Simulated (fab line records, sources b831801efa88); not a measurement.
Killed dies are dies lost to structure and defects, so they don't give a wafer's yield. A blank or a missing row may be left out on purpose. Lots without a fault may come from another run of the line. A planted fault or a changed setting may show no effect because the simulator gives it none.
A struck lot beside a sound one | flow gf180mcu | 16 steps out of a route of 602
Sound: wafers L746.1, L746.2, L746.4. Struck: wafers L748.3, L748.4, L748.5. The cause comes at the end.
At each step with rows: each side's tool, then ch and its chambers, then its first start. Under that, the readings that differ: sound wafers | struck wafers | difference of the means | sigmas: that difference in standard deviations of wafers without a fault.
alike: readings whose means differ by less than 2 such deviations, and words and numbers that are the same on both sides. not compared: withheld readings, readings that some wafer has no value for, bounds like >300 that may hide the same value, and numbers for which the record gives no deviation and whose values overlap.
The two part at a step that has a row with sigmas, a row that says differs or no value, or rows on one side only. Numbers that don't overlap but have no deviation are shown without sigmas and don't part them. A reading that every wafer of one side lacks parts them only if that side has two wafers or more.

first, 4 steps without rows for these wafers: GF_HV_LDD_IMPLANT_33; GF_HV_LDD_IMPLANT_34; GF_HV_LDD_IMPLANT_35; GF_HV_LDD_IMPLANT_36.
GF_HV_LDD_STRIP_37: strips in O2/N2.
  sound on plasma_asher-01 ch 0,1, day 16 07:25; struck on plasma_asher-04 ch 0,1, day 17 04:57
  alike: chamber_pressure_mTorr, drypump_motor_current_A, heater_power_w, oes_product_au, strip_time_to_endpoint_s
  not compared: rf_hours_counter_h
GF_HV_LDD_TW_MEAS_38:
  sound on film_metro-04, day 16 07:31; struck on film_metro-01, day 17 05:02
  reading     | sound          | struck         | difference | sigmas
  HV_LDD_3_TW | 1422 1412 1418 | 1445 1448 1450 | +30        | +3
then, 6 steps without rows for these wafers: GF_HV_LDD_DEHYDRATE_39 (time 60 s); GF_HV_LDD_HMDS_40 (prime time 60 s); GF_HV_LDD_COAT_41 (resist thk 1000 nm); GF_HV_LDD_SOFTBAKE_42 (time 60 s); GF_HV_LDD_EXPOSE_43 (exposes mask Pplus HV AREA, target cd 400 nm); GF_HV_LDD_PEB_44.
GF_HV_LDD_DEVELOP_45: develop time 60 s.
  sound on litho_track-03 ch 0, day 17 06:12; struck on litho_track-04 ch 0, day 18 03:28
  reading              | sound             | struck            | difference | sigmas
  developer_temp_C (C) | 22.97 22.79 22.79 | 20.64 20.60 20.54 | -2.26      | -23
GF_HV_LDD_CD_MEAS_46: target cd 400 nm.
  sound on cd_sem-02, day 17 06:21; struck on cd_sem-02, day 18 03:36
  reading    | sound             | struck            | difference | sigmas
  cd_nm (nm) | 399.2 400.3 400.4 | 407.7 406.9 406.9 | +7.2       | +3
  not compared: hold
GF_HV_LDD_OVL_MEAS_47:
  sound on overlay-02, day 17 06:28; struck on overlay-02, day 18 03:41
  alike: HV_LDD_03_OVL
  not compared: hold
-- the record jumps here: 16 days lie between the struck wafers' starts before and after (it left off in module HV_LDD and takes up again in module PASSIVATION, whose first step shown is number 602 of the route) --
GF_PASSIVATION_PROBE_99:
  the record has rows for the struck wafers here (prober-02, day 34 00:27) and none for the sound ones

WHERE THEY PART
First at GF_HV_LDD_TW_MEAS_38; last, within this record, at GF_PASSIVATION_PROBE_99.

WHY: what the simulator had put in
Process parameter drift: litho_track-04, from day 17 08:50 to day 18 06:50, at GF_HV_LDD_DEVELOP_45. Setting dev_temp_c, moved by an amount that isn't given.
